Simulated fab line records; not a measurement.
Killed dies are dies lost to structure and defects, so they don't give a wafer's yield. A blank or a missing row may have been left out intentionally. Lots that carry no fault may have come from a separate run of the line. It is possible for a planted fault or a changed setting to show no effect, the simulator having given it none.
Code-filled problem report in 8D (eight disciplines) form -- flow sfq_line -- the parts of the form that need people (team, actions taken, sign-off) are left out

## 1. PROBLEM STATEMENT
Mean of rf_fwd_power_W at SFQ_TRILAYER_A5B_DEP_PECVD_129: 153.1 W across 3 wafers in 2 lots; on wafers with no fault it is 182.3 W (standard deviation 0.57). That puts it -51 standard deviations away from the usual mean.
The step: deposits SiO2 from SiH4/N2O, time 133.33 s, target thk 600 nm.
First seen on wafer L903.1, day 59 21:19, on pecvd-03. At this step, 18 wafers from 6 lots have a number in the record. By rule, "out" or "out of limits" means more than 4 standard deviations away from the usual mean. All remaining wafers that have a number are taken as sound.

## 2. WHAT IT IS, WHAT IT ISN'T
question,is,is not
which readings at this step,rf_fwd_power_W,"chamber_pressure_Torr, heater_power_w"
which lots,"L903, L904","L897, L900, L908, L914"
which wafers of those lots,"L903.1, L903.5, L904.5","L903.3, L904.2, L904.6"
read on which tools,pecvd-03,pecvd-04
when,from day 59 21:19,"up to then (7 sound wafers); but 8 sound wafers of L904, L908, L914 came after"

## 3. THE SUSPECTS, EACH WITH WHAT RULES IT OUT
Counting: any tool at a process step up to the reading remains a suspect provided it ran every lot that is out. Sound lots after the first of them don't rule it out here, since some wafers of a struck lot are sound.
- pecvd-03 at SFQ_TRILAYER_A5B_DEP_PECVD_129 (deposits SiO2 from SiH4/N2O, time 133.33 s, target thk 600 nm): kept. It processed each lot that is out (first: L903, day 59 21:19); up to then, its last sound lot is L897 (day 49 12:28). Its own rf_fwd_power_W readings are out on those wafers.
- At SFQ_TRILAYER_A5B_DEP_PECVD_129 on pecvd-03, chamber 2 took the sound wafers of the same lots and chamber 0 took the wafers that are out.
Remaining after the count: pecvd-03 at SFQ_TRILAYER_A5B_DEP_PECVD_129.

## 4. THE CAUSE (what the simulator had put in)
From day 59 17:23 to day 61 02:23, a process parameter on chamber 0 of pecvd-03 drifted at SFQ_TRILAYER_A5B_DEP_PECVD_129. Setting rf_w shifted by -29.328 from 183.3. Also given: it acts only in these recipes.
Only this tool survived the counting.

## 5. THE EFFECT CHAIN, in route order
Rows list readings where the struck wafers' mean (over those with a number) sits beyond 3 standard deviations from the usual. Readings are gone through only where the record gives a usual standard deviation; hours: the median, over the lots, of the time from a lot's start at the first step in this table giving one to that lot's start at this step; sigmas: the change measured in usual standard deviations.
hours,step,reading,usual,on struck wafers,change,sigmas
0,SFQ_TRILAYER_A5B_DEP_PECVD_129,rf_fwd_power_W,182.3 W,153.1,-29.2,-51
Process steps it contains:
- SFQ_TRILAYER_A5B_DEP_PECVD_129: deposits SiO2 from SiH4/N2O, time 133.33 s, target thk 600 nm.

## 6. WHAT WOULD HAVE CAUGHT IT SOONER
First out-of-limits reading in this record: day 59 21:19, which is 4 hours after fault onset at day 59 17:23.
